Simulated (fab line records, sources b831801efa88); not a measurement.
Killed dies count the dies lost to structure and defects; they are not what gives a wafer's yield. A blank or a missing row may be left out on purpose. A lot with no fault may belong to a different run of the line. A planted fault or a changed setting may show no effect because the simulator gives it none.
fab line records + flow sky130
[record]
- lots = 5
- wafers = 15
- lastDay = 51
route steps=708 shown METAL5@680 PASSIVATION@681 PAD_OPEN@694
lots untouched by any fault: they come from a run of this same line in which no faults occurred
startH: hours from the record's first day to the start of the lot's first wafer shown + waitH: hours from the lot's prior step to this one + " repeats the value in the row above + L1.1+2: one row covering several wafers at once + - value missing, or start not given + * or withheld: withheld + < > ~ a bound
route shown NAME@n: names a module that has steps shown in the file, with the first one's number in the route + usual: the fault-free wafers' mean and standard deviation + same: alike in all rows + chamber/n: place in a boat + sites: each site's reading + _std_site: how widely they spread, as a standard deviation + _edge_site: mean of outer sites minus mean of inner sites + radiusMm: how far each site lies from the wafer's centre + mask NAME#n: copy n + behind: the last tool/chamber to shape the wafer + hold: why the lot went on hold/how many hours it stayed there/how the hold came to an end + device: the transistor (n, p or np) that didn't switch + end of line: the tests these same wafers got at the end of their route + step lacking rows: just its recipe + killed: the dies lost at the first sort to structure and to defects; this is not the yield of the wafer + map: dies across one wafer; x = killed, . = not, _ = none there
set.NAME: setting as actually run; set.NAME@STEP: the setting as run at that earlier step + model.NAME: the simulator's own value behind a step, which no gauge read
lots seen at some steps along the route; tables by step, rows by wafer
services: when a tool's chamber went out of use (startH, in hours from the record's first day, below 0 if earlier), for how many hours, and the reason
[[steps]]
[step SKY_METAL5_CLEAN_19]
[recipe]
- chemistry = O3/DIW
- dry = n2Spin
[step SKY_PASSIVATION_CVD_00]
[recipe]
- material = SiO2
- targetThkNm = 90
- tempC = 400
- timeS = withheld
- rfW = 600
[usual]
- heaterPowerW = 681/120
- rfFwdPowerW = 591/3.3
| lot.wafer | tool     | chamber | startH  | waitH | heaterPowerW | rfFwdPowerW |
|-----------|----------|---------|---------|-------|--------------|-------------|
| L819.2    | pecvd-02 | 1       | 1051.88 | 0.0   | 896          | 590         |
| L819.4    | "        | 0       | "       | "     | 615          | 594         |
| L819.6    | "        | 1       | "       | "     | 920          | 590         |
| L827.1    | pecvd-02 | 2       | 1079.77 | 0.0   | 671          | 593         |
| L827.5    | "        | 2       | "       | "     | 656          | 592         |
| L827.6    | "        | 0       | "       | "     | 568          | 586         |
| L831.4    | pecvd-04 | 0       | 1170.40 | 0.0   | 749          | 590         |
| L831.5    | "        | 2       | "       | "     | 802          | 588         |
| L831.6    | "        | 1       | "       | "     | 745          | 587         |
| L842.3    | pecvd-02 | 0       | 1180.12 | 0.0   | 621          | 593         |
| L842.4    | "        | 2       | "       | "     | 671          | 594         |
| L842.5    | "        | 1       | "       | "     | 764          | 590         |
| L837.1    | pecvd-03 | 0       | 1182.31 | 0.0   | 656          | 589         |
| L837.2    | "        | 1       | "       | "     | 644          | 595         |
| L837.6    | "        | 2       | "       | "     | 517          | 584         |
[step SKY_PASSIVATION_THK_MEAS_01]
[recipe]
- reads = SiO2_of_PASSIVATION_CVD_00
[usual]
- PASSIVATION_CVD_00_THK = 89.2/1.2
| lot.wafer | tool         | chamber | startH  | waitH | PASSIVATION_CVD_00_THK[nm] |
|-----------|--------------|---------|---------|-------|----------------------------|
| L819.2    | filmMetro-02 | -       | 1051.92 | -     | 85.8                       |
| L819.4    | "            | -       | "       | "     | 88.0                       |
| L819.6    | "            | -       | "       | "     | 88.7                       |
| L827.1    | filmMetro-03 | -       | 1079.80 | -     | 88.3                       |
| L827.5    | "            | -       | "       | "     | 90.6                       |
| L827.6    | "            | -       | "       | "     | 89.4                       |
| L831.4    | filmMetro-04 | -       | 1170.45 | -     | 88.3                       |
| L831.5    | "            | -       | "       | "     | 88.2                       |
| L831.6    | "            | -       | "       | "     | 89.1                       |
| L842.3    | filmMetro-04 | -       | 1180.16 | -     | 88.5                       |
| L842.4    | "            | -       | "       | "     | 89.1                       |
| L842.5    | "            | -       | "       | "     | 89.2                       |
| L837.1    | filmMetro-04 | -       | 1182.33 | -     | 89.1                       |
| L837.2    | "            | -       | "       | "     | 91.0                       |
| L837.6    | "            | -       | "       | "     | 90.5                       |
[step SKY_PASSIVATION_CVD_02]
[recipe]
- material = Si3N4
- targetThkNm = 540
- tempC = 400
- timeS = withheld
- rfW = 450
[usual]
- heaterPowerW = 755/120
- rfFwdPowerW = 449.1/1.5
| lot.wafer | tool     | chamber | startH  | waitH | heaterPowerW | rfFwdPowerW |
|-----------|----------|---------|---------|-------|--------------|-------------|
| L819.2    | pecvd-03 | 2       | 1051.97 | 0.0   | 655          | 448.6       |
| L819.4    | "        | 1       | "       | "     | 613          | 451.1       |
| L819.6    | "        | 2       | "       | "     | 537          | 447.4       |
| L827.1    | pecvd-04 | 0       | 1079.86 | 0.1   | 870          | 450.3       |
| L827.5    | "        | 2       | "       | "     | 770          | 450.7       |
| L827.6    | "        | 1       | "       | "     | 763          | 448.9       |
| L831.4    | pecvd-02 | 1       | 1170.59 | 0.1   | 828          | 448.0       |
| L831.5    | "        | 0       | "       | "     | 698          | 449.5       |
| L831.6    | "        | 2       | "       | "     | 676          | 450.0       |
| L842.3    | pecvd-03 | 0       | 1180.20 | 0.0   | 748          | 449.3       |
| L842.4    | "        | 0       | "       | "     | 765          | 448.2       |
| L842.5    | "        | 2       | "       | "     | 669          | 448.2       |
| L837.1    | pecvd-04 | 2       | 1182.39 | 0.1   | 868          | 447.9       |
| L837.2    | "        | 0       | "       | "     | 896          | 448.4       |
| L837.6    | "        | 0       | "       | "     | 912          | 449.3       |
[step SKY_PASSIVATION_THK_MEAS_03]
[recipe]
- reads = Si3N4_of_PASSIVATION_CVD_02
[usual]
- PASSIVATION_CVD_02_THK = 542/6.9
| lot.wafer | tool         | chamber | startH  | waitH | PASSIVATION_CVD_02_THK[nm] |
|-----------|--------------|---------|---------|-------|----------------------------|
| L819.2    | filmMetro-02 | -       | 1052.22 | -     | 537                        |
| L819.4    | "            | -       | "       | "     | 551                        |
| L819.6    | "            | -       | "       | "     | 546                        |
| L827.1    | filmMetro-02 | -       | 1080.08 | -     | 538                        |
| L827.5    | "            | -       | "       | "     | 545                        |
| L827.6    | "            | -       | "       | "     | 545                        |
| L831.4    | filmMetro-04 | -       | 1170.73 | -     | 541                        |
| L831.5    | "            | -       | "       | "     | 546                        |
| L831.6    | "            | -       | "       | "     | 553                        |
| L842.3    | filmMetro-02 | -       | 1180.45 | -     | 535                        |
| L842.4    | "            | -       | "       | "     | 545                        |
| L842.5    | "            | -       | "       | "     | 548                        |
| L837.1    | filmMetro-04 | -       | 1182.61 | -     | 543                        |
| L837.2    | "            | -       | "       | "     | 538                        |
| L837.6    | "            | -       | "       | "     | 549                        |
[step SKY_PASSIVATION_DEHYDRATE_04]
[recipe]
- tempC = 200
- timeS = 60
[step SKY_PASSIVATION_HMDS_05]
[recipe]
- primeTimeS = 60
- primeTempC = 120
[step SKY_PASSIVATION_COAT_06]
[recipe]
- spinRpm = 2000
- resistThkNm = 3000
[step SKY_PASSIVATION_SOFTBAKE_07]
[recipe]
- tempC = 110
- timeS = withheld
[step SKY_PASSIVATION_EXPOSE_08]
[recipe]
- maskId = NSM
- targetCdNm = 3000
- na = 0.57
- doseMj = 260
[step SKY_PASSIVATION_PEB_09]
[recipe]
- tempC = 115
- timeS = withheld
[step SKY_PASSIVATION_DEVELOP_10]
[recipe]
- developTimeS = 60
- devTempC = 23
[step SKY_PASSIVATION_ETCH_11]
[recipe]
- chemistry = CF4/O2
- targetDepthNm = 725
- stopOn = AlCu
- sourceW = 800
- biasW = 150
- pressureMtorr = 150
- cf4FlowSccm = 80
- O2_flow_sccm = 10
- timeS = 161.1
[usual]
- drypumpMotorCurrentA = 5.8/0.39
- oesProductAu = 0.978/0.0069
- rfFwdPowerW = 796.5/2.5
- throttleValvePct = 5.964/0.0091
| lot.wafer | tool       | chamber | startH  | waitH | drypumpMotorCurrentA | oesProductAu | rfFwdPowerW | rfHoursCounterH | throttleValvePct | model.PASSIVATION.featureDepthNm | model.etch.depthNm | model.coat_of_PASSIVATION_COAT_06.thkNm |
|-----------|------------|---------|---------|-------|----------------------|--------------|-------------|-----------------|------------------|----------------------------------|--------------------|-----------------------------------------|
| L819.2    | rieDiel-02 | 3       | 1075.94 | -     | 5.6                  | 0.971        | 798.9       | 8               | 5.974            | 696.6                            | 696.6              | 2530                                    |
| L819.4    | "          | 3       | "       | "     | 5.6                  | 0.993        | 797.6       | -               | 5.977            | 712.9                            | 712.9              | 2514                                    |
| L819.6    | "          | 2       | "       | "     | 5.2                  | 0.980        | 791.2       | -               | 5.968            | 707.9                            | 707.9              | 2519                                    |
| L827.1    | rieDiel-04 | 1       | 1103.44 | -     | 5.7                  | 0.975        | 796.1       | 17              | 5.967            | 700.3                            | 700.3              | 2504                                    |
| L827.5    | "          | 0       | "       | "     | 5.5                  | 0.982        | 795.0       | -               | 5.980            | 709.8                            | 709.8              | 2498                                    |
| L827.6    | "          | 3       | "       | "     | 6.0                  | 0.914        | 663.3       | -               | 5.947            | 620.1                            | 620.1              | 2571                                    |
| L831.4    | rieDiel-04 | 0       | 1188.78 | -     | 5.5                  | 0.975        | 794.2       | 23              | 5.955            | 702.9                            | 702.9              | 2514                                    |
| L831.5    | "          | 3       | "       | "     | 6.0                  | 0.981        | 795.9       | -               | 5.964            | 707.7                            | 707.7              | 2510                                    |
| L831.6    | "          | 0       | "       | "     | 5.5                  | 0.985        | 793.5       | -               | 5.962            | 713.2                            | 713.2              | 2511                                    |
| L842.3    | rieDiel-01 | 3       | 1199.14 | -     | 5.4                  | 0.971        | 799.3       | 16              | 5.970            | 697                              | 697                | 2527                                    |
| L842.4    | "          | 2       | "       | "     | 6.4                  | 0.976        | 797.2       | 15              | 5.949            | 708.6                            | 708.6              | 2522                                    |
| L842.5    | "          | 1       | "       | "     | 5.6                  | 0.984        | 793.7       | -               | 5.971            | 710.9                            | 710.9              | 2514                                    |
| L837.1    | rieDiel-04 | 1       | 1201.83 | -     | 5.7                  | 0.977        | 791.7       | 20              | 5.987            | 707.5                            | 707.5              | 2518                                    |
| L837.2    | "          | 2       | "       | "     | 5.7                  | 0.977        | 795.7       | 30              | 5.963            | 703.3                            | 703.3              | 2526                                    |
| L837.6    | "          | 0       | "       | "     | 5.5                  | 0.985        | 797.7       | -               | 5.949            | 713.4                            | 713.4              | 2521                                    |
[step SKY_PASSIVATION_STRIP_12]
[recipe]
- chemistry = O2/N2
- powerW = 1400
- pressureMtorr = 1500
- platenTempC = withheld
- overashFraction = 0.7
- o2FlowSccm = 3000
- n2FlowSccm = 300
[usual]
- drypumpMotorCurrentA = 5.5/0.39
- oesProductAu = 0.660/0.0042
- stripTimeToEndpointS = 31.52/0.11
| lot.wafer | tool           | chamber | startH  | waitH | drypumpMotorCurrentA | oesProductAu | rfHoursCounterH | stripTimeToEndpointS |
|-----------|----------------|---------|---------|-------|----------------------|--------------|-----------------|----------------------|
| L819.2    | plasmaAsher-01 | 1       | 1076.04 | 0.1   | 5.9                  | 0.664        | 94              | 31.67                |
| L819.4    | "              | 1       | "       | "     | 5.9                  | 0.660        | -               | 31.50                |
| L819.6    | "              | 0       | "       | "     | 4.7                  | 0.661        | -               | 31.54                |
| L827.1    | plasmaAsher-02 | 1       | 1103.54 | 0.1   | 5.3                  | 0.665        | 69              | 31.36                |
| L827.5    | "              | 1       | "       | "     | 5.3                  | 0.662        | -               | 31.30                |
| L827.6    | "              | 0       | "       | "     | 5.6                  | 0.659        | -               | 32.14                |
| L831.4    | plasmaAsher-01 | 1       | 1188.92 | 0.1   | 5.9                  | 0.665        | -               | 31.49                |
| L831.5    | "              | 0       | "       | "     | 4.8                  | 0.658        | -               | 31.44                |
| L831.6    | "              | 1       | "       | "     | 5.9                  | 0.657        | -               | 31.45                |
| L842.3    | plasmaAsher-02 | 1       | 1199.28 | 0.1   | 5.3                  | 0.664        | -               | 31.65                |
| L842.4    | "              | 0       | "       | "     | 5.6                  | 0.661        | -               | 31.58                |
| L842.5    | "              | 0       | "       | "     | 5.6                  | 0.660        | -               | 31.50                |
| L837.1    | plasmaAsher-03 | 1       | 1201.94 | 0.1   | 5.5                  | 0.661        | 14              | 31.54                |
| L837.2    | "              | 0       | "       | "     | 5.9                  | 0.658        | 14              | 31.64                |
| L837.6    | "              | 1       | "       | "     | 5.5                  | 0.655        | -               | 31.60                |
[step SKY_PAD_OPEN_DEHYDRATE_00]
[recipe]
- tempC = 200
- timeS = 60
[step SKY_PAD_OPEN_PROBE_99]
[usual]
- defectLimitedYield = 82.5/2
- killed_at_M0_to_M3 = 42/7.3
- killed_at_M4_up = 3.4/2
- killedAtContacts = 24/5.6
- killedAtFrontEnd = 16/4.5
- killedAtOther = 0.2/0.51
- killedDies = 86/9.8
- killedOnRim = 17/3.8
- killedOpen = 46/7
- killedShort = 40/6.7
- sort_bin_3_pad_short = 0.9/0.42
- sort_bin_5_function = 10.3/1.5
- sort_bin_6_memory = 6.3/1.3
- sortNPass = 406/9.8
- sortYieldPct = 82.5/2
[same]
- grossDies = 492
- killedAtBackSide = 0
- sort_bin_4_leakage[%] = 0
- sort_bin_8_speed[%] = 0
| lot.wafer | tool      | chamber | startH  | waitH | hold                    | defectLimitedYield[%] | killed_at_M0_to_M3 | killed_at_M4_up | killedAtContacts | killedAtFrontEnd | killedAtOther | killedDies | killedOnRim | killedOpen | killedShort | sort_bin_3_pad_short[%] | sort_bin_5_function[%] | sort_bin_6_memory[%] | sortNPass | sortYieldPct[%] |
|-----------|-----------|---------|---------|-------|-------------------------|-----------------------|--------------------|-----------------|------------------|------------------|---------------|------------|-------------|------------|-------------|-------------------------|------------------------|----------------------|-----------|-----------------|
| L819.2    | prober-02 | -       | 1103.30 | 0.3   | -                       | 83.7                  | 41                 | 3               | 24               | 12               | 0             | 80         | 18          | 38         | 39          | 1.4                     | 7.7                    | 7.1                  | 412       | 83.7            |
| L819.4    | prober-02 | -       | 1103.40 | 0.4   | -                       | 86.2                  | 29                 | 3               | 13               | 23               | 0             | 68         | 14          | 36         | 32          | 0.6                     | 9.3                    | 3.9                  | 424       | 86.2            |
| L819.6    | prober-02 | -       | 1103.50 | 0.4   | -                       | 84.8                  | 36                 | 5               | 23               | 11               | 0             | 75         | 21          | 37         | 37          | 0.2                     | 7.7                    | 7.3                  | 417       | 84.8            |
| L827.1    | prober-01 | -       | 1125.03 | 0.1   | awaitDispo/2.5h/release | 82.7                  | 44                 | 4               | 19               | 18               | 0             | 85         | 19          | 40         | 44          | 0.8                     | 12.6                   | 3.9                  | 407       | 82.7            |
| L827.5    | prober-01 | -       | 1125.23 | 0.2   | awaitDispo/2.5h/release | 81.5                  | 49                 | 4               | 18               | 20               | 0             | 91         | 18          | 47         | 44          | 1.2                     | 10.2                   | 7.1                  | 401       | 81.5            |
| L827.6    | prober-01 | -       | 1125.28 | 0.2   | awaitDispo/2.5h/release | 0                     | 46                 | 1               | 21               | 12               | 412           | 492        | 96          | 49         | 31          | 0.8                     | 92.3                   | 6.9                  | 0         | 0               |
| L831.4    | prober-02 | -       | 1210.16 | 0.2   | -                       | 81.3                  | 38                 | 3               | 37               | 14               | 0             | 92         | 22          | 56         | 36          | 1.2                     | 10.0                   | 7.5                  | 400       | 81.3            |
| L831.5    | prober-02 | -       | 1210.21 | 0.2   | -                       | 82.9                  | 41                 | 3               | 28               | 12               | 0             | 84         | 12          | 43         | 41          | 0                       | 12.2                   | 4.9                  | 408       | 82.9            |
| L831.6    | prober-02 | -       | 1210.26 | 0.2   | -                       | 80.5                  | 41                 | 5               | 30               | 19               | 1             | 96         | 13          | 50         | 46          | 1.0                     | 13.6                   | 4.9                  | 396       | 80.5            |
| L842.3    | prober-02 | -       | 1218.38 | 0.2   | -                       | 81.3                  | 42                 | 0               | 28               | 22               | 0             | 92         | 16          | 55         | 37          | 1.2                     | 11.4                   | 6.1                  | 400       | 81.3            |
| L842.4    | prober-02 | -       | 1218.43 | 0.2   | -                       | 82.5                  | 43                 | 8               | 21               | 14               | 0             | 86         | 20          | 51         | 35          | 0.6                     | 10.4                   | 6.5                  | 406       | 82.5            |
| L842.5    | prober-02 | -       | 1218.48 | 0.2   | -                       | 81.5                  | 43                 | 1               | 32               | 13               | 2             | 91         | 16          | 41         | 50          | 1.0                     | 10.8                   | 6.7                  | 401       | 81.5            |
| L837.1    | prober-02 | -       | 1221.93 | 0.1   | -                       | 86.2                  | 37                 | 4               | 15               | 12               | 0             | 68         | 11          | 38         | 30          | 0.6                     | 7.9                    | 5.3                  | 424       | 86.2            |
| L837.2    | prober-02 | -       | 1221.98 | 0.1   | -                       | 83.1                  | 41                 | 4               | 23               | 15               | 0             | 83         | 20          | 45         | 37          | 1.4                     | 11.2                   | 4.3                  | 409       | 83.1            |
| L837.6    | prober-02 | -       | 1222.18 | 0.2   | -                       | 81.9                  | 42                 | 7               | 20               | 20               | 0             | 89         | 22          | 47         | 42          | 0.8                     | 9.8                    | 7.5                  | 403       | 81.9            |
// killed by level:class
L819.2 CONTACT:geometricParticle:open=13 VIA1:geometricParticle:open=10 METAL1:geometricParticle:short=7 METAL2:geometricParticle:short=7 LI_CONTACT:geometricParticle:open=5 VIA1:geometricParticle:short=5 VIA3:geometricParticle:open=5 VIA3:geometricParticle:short=4
L819.4 LI_CONTACT:geometricParticle:open=8 SPACER:geometricParticle:open=5 VIA1:geometricParticle:short=5 VIA3:geometricParticle:open=5 FIELD_ISO:geometricParticle:short=4 METAL1:geometricParticle:short=4 VIA1:geometricParticle:open=4 POLY_GATE:geometricParticle:short=3
L819.6 LI_CONTACT:geometricParticle:open=8 CONTACT:geometricParticle:open=7 VIA3:geometricParticle:open=6 VIA2:geometricParticle:open=6 VIA2:geometricParticle:short=5 METAL1:geometricParticle:short=5 VIA1:geometricParticle:short=5 METAL4:geometricParticle:short=5
L827.1 METAL1:geometricParticle:short=7 VIA1:geometricParticle:open=7 LI_CONTACT:geometricParticle:open=6 VIA3:geometricParticle:open=6 FIELD_ISO:geometricParticle:short=5 CONTACT:geometricParticle:short=5 VIA1:geometricParticle:short=5 POLY_GATE:geometricParticle:open=4
L827.5 VIA2:geometricParticle:open=11 CONTACT:geometricParticle:open=10 FIELD_ISO:geometricParticle:open=8 VIA1:geometricParticle:open=8 FIELD_ISO:geometricParticle:short=7 METAL2:geometricParticle:short=7 METAL1:geometricParticle:short=5 VIA2:geometricParticle:short=5
L827.6 PASSIVATION:areaEtch=412 VIA2:geometricParticle:open=11 VIA3:geometricParticle:open=10 CONTACT:geometricParticle:open=7 LI_CONTACT:geometricParticle:open=6 METAL1:geometricParticle:short=6 VIA1:geometricParticle:open=5 FIELD_ISO:geometricParticle:open=4
L831.4 CONTACT:geometricParticle:open=16 LI_CONTACT:geometricParticle:open=12 VIA1:geometricParticle:open=11 METAL1:geometricParticle:short=6 POLY_GATE:geometricParticle:open=4 CONTACT:geometricParticle:short=4 METAL2:geometricParticle:short=4 VIA2:geometricParticle:open=4
L831.5 LOCAL_INTERCONNECT:geometricParticle:short=7 LI_CONTACT:geometricParticle:open=7 CONTACT:geometricParticle:open=7 METAL1:geometricParticle:short=7 VIA1:geometricParticle:open=6 VIA2:geometricParticle:open=6 LI_CONTACT:geometricParticle:short=5 VIA3:geometricParticle:open=5
L831.6 CONTACT:geometricParticle:open=10 METAL2:geometricParticle:short=9 FIELD_ISO:geometricParticle:open=8 CONTACT:geometricParticle:short=8 LI_CONTACT:geometricParticle:open=7 VIA2:geometricParticle:open=6 VIA1:geometricParticle:open=6 VIA3:geometricParticle:open=5
L842.3 VIA3:geometricParticle:open=9 VIA1:geometricParticle:open=9 LI_CONTACT:geometricParticle:open=8 CONTACT:geometricParticle:open=8 VIA1:geometricParticle:short=8 POLY_GATE:geometricParticle:open=7 METAL2:geometricParticle:short=6 POLY_GATE:geometricParticle:short=5
L842.4 VIA1:geometricParticle:open=10 FIELD_ISO:geometricParticle:open=7 LI_CONTACT:geometricParticle:open=7 VIA3:geometricParticle:open=7 VIA2:geometricParticle:open=6 LOCAL_INTERCONNECT:geometricParticle:short=5 METAL4:geometricParticle:short=5 METAL1:geometricParticle:short=4
L842.5 LI_CONTACT:geometricParticle:open=8 VIA1:geometricParticle:short=7 LOCAL_INTERCONNECT:geometricParticle:short=7 CONTACT:geometricParticle:open=7 CONTACT:geometricParticle:short=7 VIA1:geometricParticle:open=7 METAL1:geometricParticle:short=5 POLY_GATE:geometricParticle:open=4
L837.1 VIA3:geometricParticle:open=10 VIA1:geometricParticle:open=7 VIA2:geometricParticle:open=6 FIELD_ISO:geometricParticle:open=5 CONTACT:geometricParticle:open=5 METAL2:geometricParticle:short=5 POLY_GATE:geometricParticle:short=4 LI_CONTACT:geometricParticle:open=4
L837.2 CONTACT:geometricParticle:open=11 METAL2:geometricParticle:short=9 VIA1:geometricParticle:open=8 FIELD_ISO:geometricParticle:short=7 VIA2:geometricParticle:open=7 VIA3:geometricParticle:open=7 LOCAL_INTERCONNECT:geometricParticle:short=5 CONTACT:geometricParticle:short=4
L837.6 FIELD_ISO:geometricParticle:open=8 CONTACT:geometricParticle:open=8 VIA1:geometricParticle:open=8 CONTACT:geometricParticle:short=6 METAL1:geometricParticle:short=6 POLY_GATE:geometricParticle:open=5 VIA1:geometricParticle:short=5 VIA2:geometricParticle:short=5
// map L827.6 (x killed, . not)
__________xxxxxxxxxx_________
________xxxxxxxxxxxxxx_______
______xxxxxxxxxxxxxxxxxx_____
_____xxxxxxxxxxxxxxxxxxxx____
____xxxxxxxxxxxxxxxxxxxxxx___
___xxxxxxxxxxxxxxxxxxxxxxxx__
__xxxxxxxxxxxxxxxxxxxxxxxxxx_
_xxxxxxxxxxxxxxxxxxxxxxxxxxxx
_xxxxxxxxxxxxxxxxxxxxxxxxxxxx
_xxxxxxxxxxxxxxxxxxxxxxxxxxxx
_xxxxxxxxxxxxxxxxxxxxxxxxxxxx
_xxxxxxxxxxxxxxxxxxxxxxxxxxxx
_xxxxxxxxxxxxxxxxxxxxxxxxxxxx
_xxxxxxxxxxxxxxxxxxxxxxxxxxxx
_xxxxxxxxxxxxxxxxxxxxxxxxxxxx
__xxxxxxxxxxxxxxxxxxxxxxxxxx_
___xxxxxxxxxxxxxxxxxxxxxxxx__
____xxxxxxxxxxxxxxxxxxxxxx___
_____xxxxxxxxxxxxxxxxxxxx____
______xxxxxxxxxxxxxxxxxx_____
________xxxxxxxxxxxxxx_______
__________xxxxxxxxxx_________
// map L831.6 (x killed, . not)
__________........x._________
________......x.....x._______
______.x..x.x..x.x.x...._____
_____..x........xx.....x.____
____..x....x..xx..........___
___......xx.......xx.......__
__....x..xxx.....x.........._
_x..........xx.........x.....
_..........xx.......x....x...
_x..x.......x..x...x....x....
_x....x.x..xx..........x.....
_.xxxx.....x...x..xxxx....x..
_....xxx.x.........x...x.....
_.....x.....x..x.x.x....x.x.x
_x........x.x..xx....x.......
__.........xx.xx............_
___............xx...x......__
____x.........x....x...x..___
_____........x.x.........____
______.........x........_____
________...x..x.....x._______
__________..xx......_________
[[services]]
| tool           | chamber | startH  | hours | kind          |
|----------------|---------|---------|-------|---------------|
| pecvd-02       | 2       | 1031.19 | 28.7  | repair        |
| rieDiel-02     | 1       | 1033.53 | 4.3   | repair        |
| pecvd-03       | 2       | 1034.15 | 5.5   | scheduledDown |
| rieDiel-02     | 1       | 1046.80 | 2.8   | repair        |
| pecvd-03       | 2       | 1048.50 | 2.1   | scheduledDown |
| plasmaAsher-03 | -       | 1055.27 | 9.0   | pm            |
| rieDiel-04     | -       | 1059.80 | 1.0   | repair        |
| pecvd-02       | -       | 1060.71 | 0.5   | repair        |
| plasmaAsher-01 | -       | 1063.74 | 2.0   | repair        |
| rieDiel-02     | 1       | 1068.18 | 8.5   | repair        |
| pecvd-03       | 1       | 1071.35 | 5.5   | scheduledDown |
| pecvd-02       | 1       | 1071.73 | -     | calibration   |
| plasmaAsher-01 | -       | 1076.71 | 28.1  | pm            |
| pecvd-02       | -       | 1081.41 | 0.2   | repair        |
| rieDiel-04     | -       | 1081.89 | 0.8   | repair        |
| rieDiel-04     | -       | 1106.78 | 0.3   | repair        |
| pecvd-04       | -       | 1120.82 | 0.7   | repair        |
| plasmaAsher-02 | -       | 1123.96 | 0.7   | repair        |
| pecvd-03       | 2       | 1129.89 | 15.5  | repair        |
| pecvd-04       | -       | 1160.59 | 0.9   | repair        |
| pecvd-04       | -       | 1174.71 | 6.0   | pm            |
| pecvd-02       | -       | 1191.12 | 2.8   | pm            |
| rieDiel-02     | 0       | 1196.08 | 10.3  | repair        |
| rieDiel-02     | 1       | 1196.67 | 4.2   | repair        |
[[key]]
[firstSign]
- step = SKY_PASSIVATION_ETCH_11
- reading = rfFwdPowerW
- direction = down
- sigmas = 53
- usual = 796.5
- struck = 663.3
[effect]
- step = SKY_PASSIVATION_ETCH_11
- reading = oesProductAu
- direction = down
- sigmas = 9.2
- usual = 0.978
- struck = 0.914
[effect]
- step = SKY_PASSIVATION_STRIP_12
- reading = stripTimeToEndpointS
- direction = up
- sigmas = 5.9
- usual = *
- struck = *
[effect]
- step = SKY_PAD_OPEN_PROBE_99
- reading = killedAtOther
- direction = up
- sigmas = 99+
- usual = 0.2
- struck = 412
[modelEffect]
- step = SKY_PASSIVATION_ETCH_11
- value = PASSIVATION.featureDepthNm
- without = 708.8
- struck = 620.1
[moreKillsBornAt]
- SKY_PASSIVATION_ETCH_11@rieDiel-04 = 412
metAt SKY_PASSIVATION_ETCH_11
struckWafers L827.6
laterRowsLeftOut L827.6
[fault]
- kind = processParameterDrift
- tool = rieDiel-04
- chamber = 3
- onsetH = 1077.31
- steps = SKY_PASSIVATION_ETCH_11
- channel = sourceW
- offset = -128
- shape = step
- endH = 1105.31
- actsIn = theseRecipesOnly
- stated = 800
// laterRowsLeftOut: the simulator's readings of these wafers behind a module that went badly wrong aren't trusted and aren't shown, but for the sort
